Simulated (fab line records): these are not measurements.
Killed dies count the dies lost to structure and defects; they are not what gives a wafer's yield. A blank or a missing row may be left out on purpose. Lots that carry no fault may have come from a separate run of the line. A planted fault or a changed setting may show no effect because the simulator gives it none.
Which tool was responsible? | flow sky130 | 11 lots with 33 wafers sampled at 2 steps, on a route of 708 steps

## WHAT EACH GAUGE READ, for each wafer
SKY_VT_ADJUST_NCORE_TW_MEAS_11. Usual: VT_ADJUST_NCORE_TW 218.4, standard deviation 2.
lot  | measured     | on            | VT_ADJUST_NCORE_TW | flag
L870 | day 8 15:30  | film_metro-03 | 217.0 216.7 216.9  |
L871 | day 8 22:54  | film_metro-04 | 219.1 219.2 218.2  |
L872 | day 9 00:23  | film_metro-04 | 219.6 219.5 219.4  |
L873 | day 9 07:07  | film_metro-03 | 216.3 217.2 218.8  |
L881 | day 11 17:39 | film_metro-04 | 219.5 218.7 218.8  |
L882 | day 12 07:30 | film_metro-03 | 214.4 214.6 214.8  |
L888 | day 14 03:43 | film_metro-04 | 221.3 220.6 220.3  |
L889 | day 14 09:30 | film_metro-04 | 221.7 221.9 221.4  |
L890 | day 14 19:16 | film_metro-03 | 216.1 218.1 217.4  |
L892 | day 15 03:26 | film_metro-04 | 218.1 219.6 218.7  |
L891 | day 15 04:40 | film_metro-04 | 218.9 218.9 219.1  |

SKY_SONOS_TUNNEL_CD_MEAS_07 targets a cd of 410 nm. Usual: cd_nm 409.9 nm, standard deviation 2.4.
lot  | measured     | on        | cd_nm (nm)        | flag
L870 | day 11 06:56 | cd_sem-01 | 411.8 413.2 410.8 |
L871 | day 11 18:27 | cd_sem-02 | 412.0 408.7 408.4 |
L872 | day 11 19:22 | cd_sem-02 | 411.4 410.0 411.3 |
L873 | day 12 06:00 | cd_sem-02 | 407.1 406.5 406.5 |
L881 | day 14 22:11 | cd_sem-01 | 410.3 410.7 413.1 |
L882 | day 15 12:41 | cd_sem-01 | 407.5 408.8 407.2 |
L888 | day 17 15:34 | cd_sem-02 | 409.1 410.0 410.6 |
L889 | day 17 22:19 | cd_sem-01 | 412.3 412.7 412.4 |
L890 | day 18 09:22 | cd_sem-01 | 410.0 412.4 411.6 |
L892 | day 18 17:46 | cd_sem-01 | 411.3 410.1 409.0 |
L891 | day 18 18:56 | cd_sem-01 | 412.2 413.6 412.6 |

## WHAT TOOL EACH LOT RAN ON (gives the tool, then ch and the chambers of the sampled wafers, and finally the start)
Record: no process step prior to these readings.

## AS READ BY THE TOOLS THEMSELVES (means over the sampled wafers that have a number; for cases with no such wafer, the mark the record gives instead)
The record holds no such reading with a usual standard deviation.

## THE ANSWER, worked out from the rows above alone
Rule: a lot is off if the mean of its wafers that have a number lies more than 3 standard deviations from the usual mean. A lot without any number at a reading at which 4 lots or more have one is off too. Any other lot the step has rows for is counted as sound. First the gauges in route order, then the tools' own readings, where a lot's mean is used as printed above. The first step at which some lot is off is used, and at that step the reading that is off furthest; a lot without a number counts as furthest.
None of the lots is off at any reading shown; this tells nothing.

## WHAT THE SIMULATOR HAD PUT IN
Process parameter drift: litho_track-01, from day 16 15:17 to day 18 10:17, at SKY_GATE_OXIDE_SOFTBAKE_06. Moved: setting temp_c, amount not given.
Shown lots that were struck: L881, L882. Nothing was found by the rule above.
